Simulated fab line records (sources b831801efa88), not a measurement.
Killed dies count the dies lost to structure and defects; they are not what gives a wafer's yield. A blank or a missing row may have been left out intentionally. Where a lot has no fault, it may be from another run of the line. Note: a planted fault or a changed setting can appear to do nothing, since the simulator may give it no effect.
Which tool is to blame? + flow sfq-line + 14 lots, 41 wafers sampled, at 2 steps of a route of 325

## WHAT EACH GAUGE READ, for each wafer
SFQ_M0_RS_MEAS_904: a four-point-probe measurement. Usual: M0_NB_RS typically reads 0.894 ohm/sq, with standard deviation 0.009.
| lot  | measured     | on            | M0_NB_RS (ohm/sq) | flag |
|------|--------------|---------------|-------------------|------|
| L703 | day 7 15:17  | film-metro-03 | 0.909 0.905 0.904 |      |
| L704 | day 7 23:49  | film-metro-03 | 0.890 0.893 0.890 |      |
| L705 | day 8 04:36  | film-metro-03 | 0.892 0.890 0.888 |      |
| L706 | day 8 08:59  | film-metro-03 | 0.902 0.909 0.902 |      |
| L707 | day 8 13:45  | film-metro-03 | 0.899 0.900 0.901 |      |
| L710 | day 9 01:45  | film-metro-03 | 0.904 0.898 0.897 |      |
| L711 | day 9 07:46  | film-metro-01 | 0.913 0.909 0.917 |      |
| L712 | day 9 15:01  | film-metro-02 | 0.902 0.899 0.888 |      |
| L713 | day 9 20:57  | film-metro-03 | 0.894 0.906 0.898 |      |
| L714 | day 10 00:34 | film-metro-03 | 2.091 2.173 0.904 | OFF  |
| L715 | day 10 10:08 | film-metro-01 | 2.186 2.151       | OFF  |
| L724 | day 13 02:34 | film-metro-03 | 0.890 0.887 0.886 |      |
| L725 | day 13 03:43 | film-metro-03 | 0.893 0.894 0.892 |      |
| L726 | day 13 05:34 | film-metro-02 | 0.899 0.891 0.891 |      |

## WHICH TOOL RAN EACH LOT (tool, then ch and the chambers of the sampled wafers, then the start)
| lot  | SFQ_TRILAYER_M0_DEP_SPUTTER_019 |
|------|---------------------------------|
| L703 | pvd-sputter-06, day 7 15:11     |
| L704 | pvd-sputter-06, day 7 23:43     |
| L705 | pvd-sputter-05, day 8 04:31     |
| L706 | pvd-sputter-05, day 8 08:53     |
| L707 | pvd-sputter-03, day 8 13:40     |
| L710 | pvd-sputter-05, day 9 01:40     |
| L711 | pvd-sputter-06, day 9 07:40     |
| L712 | pvd-sputter-06, day 9 14:52     |
| L713 | pvd-sputter-06, day 9 20:52     |
| L714 | pvd-sputter-06, day 10 00:28    |
| L715 | pvd-sputter-06, day 10 10:02    |
| L724 | pvd-sputter-05, day 13 02:26    |
| L725 | pvd-sputter-03, day 13 03:37    |
| L726 | pvd-sputter-05, day 13 05:25    |
- SFQ_TRILAYER_M0_DEP_SPUTTER_019: material Nb, target thk 200 nm, time 133.3 s.

## WHAT THE TOOLS THEMSELVES READ (means of the sampled wafers that have a number; where no wafer has one, the mark that the record gives instead)
SFQ_TRILAYER_M0_DEP_SPUTTER_019. Usual: throttle-valve-pct 29.9 %, standard deviation 1.
| lot  | tool           | throttle-valve-pct (%) | flag |
|------|----------------|------------------------|------|
| L703 | pvd-sputter-06 | 29.4                   |      |
| L704 | pvd-sputter-06 | 29.3                   |      |
| L705 | pvd-sputter-05 | 29.1                   |      |
| L706 | pvd-sputter-05 | 29.9                   |      |
| L707 | pvd-sputter-03 | 30.3                   |      |
| L710 | pvd-sputter-05 | 30.5                   |      |
| L711 | pvd-sputter-06 | 29.7                   |      |
| L712 | pvd-sputter-06 | 29.2                   |      |
| L713 | pvd-sputter-06 | 29.4                   |      |
| L714 | pvd-sputter-06 | 29.3                   |      |
| L715 | pvd-sputter-06 | 29.1                   |      |
| L724 | pvd-sputter-05 | 31.5                   |      |
| L725 | pvd-sputter-03 | 30.5                   |      |
| L726 | pvd-sputter-05 | 29.3                   |      |

## THE ANSWER, worked out from the rows above alone
Rule: a lot is off if the mean of its wafers that have a number lies more than 3 standard deviations from the usual mean. A lot without any number at a reading at which 4 lots or more have one is off too. Where the step has rows for the other lots, those lots are counted as sound. The gauges are gone through in route order, then the tools' own readings, and for those a lot's mean is taken as printed above. At the first step where some lot is off, the reading lying furthest off is the one used; lots without a number count as furthest.
Off: at SFQ_M0_RS_MEAS_904 (M0_NB_RS), L714, L715.
If a tool, at a process step before that reading, ran all the lots that are off and no sound lot after the first of them, it fits. Gauges at SFQ_M0_RS_MEAS_904: tried the same way as those tools. One fits: pvd-sputter-06 at SFQ_TRILAYER_M0_DEP_SPUTTER_019. Its last sound lot is L713 (day 9 20:52), its first lot that is off L714 (day 10 00:28): a fault that began between those two fits.

## WHAT THE SIMULATOR PUT IN
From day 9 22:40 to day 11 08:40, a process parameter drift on pvd-sputter-06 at SFQ_TRILAYER_M0_DEP_SPUTTER_019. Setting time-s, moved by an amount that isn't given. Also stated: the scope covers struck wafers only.
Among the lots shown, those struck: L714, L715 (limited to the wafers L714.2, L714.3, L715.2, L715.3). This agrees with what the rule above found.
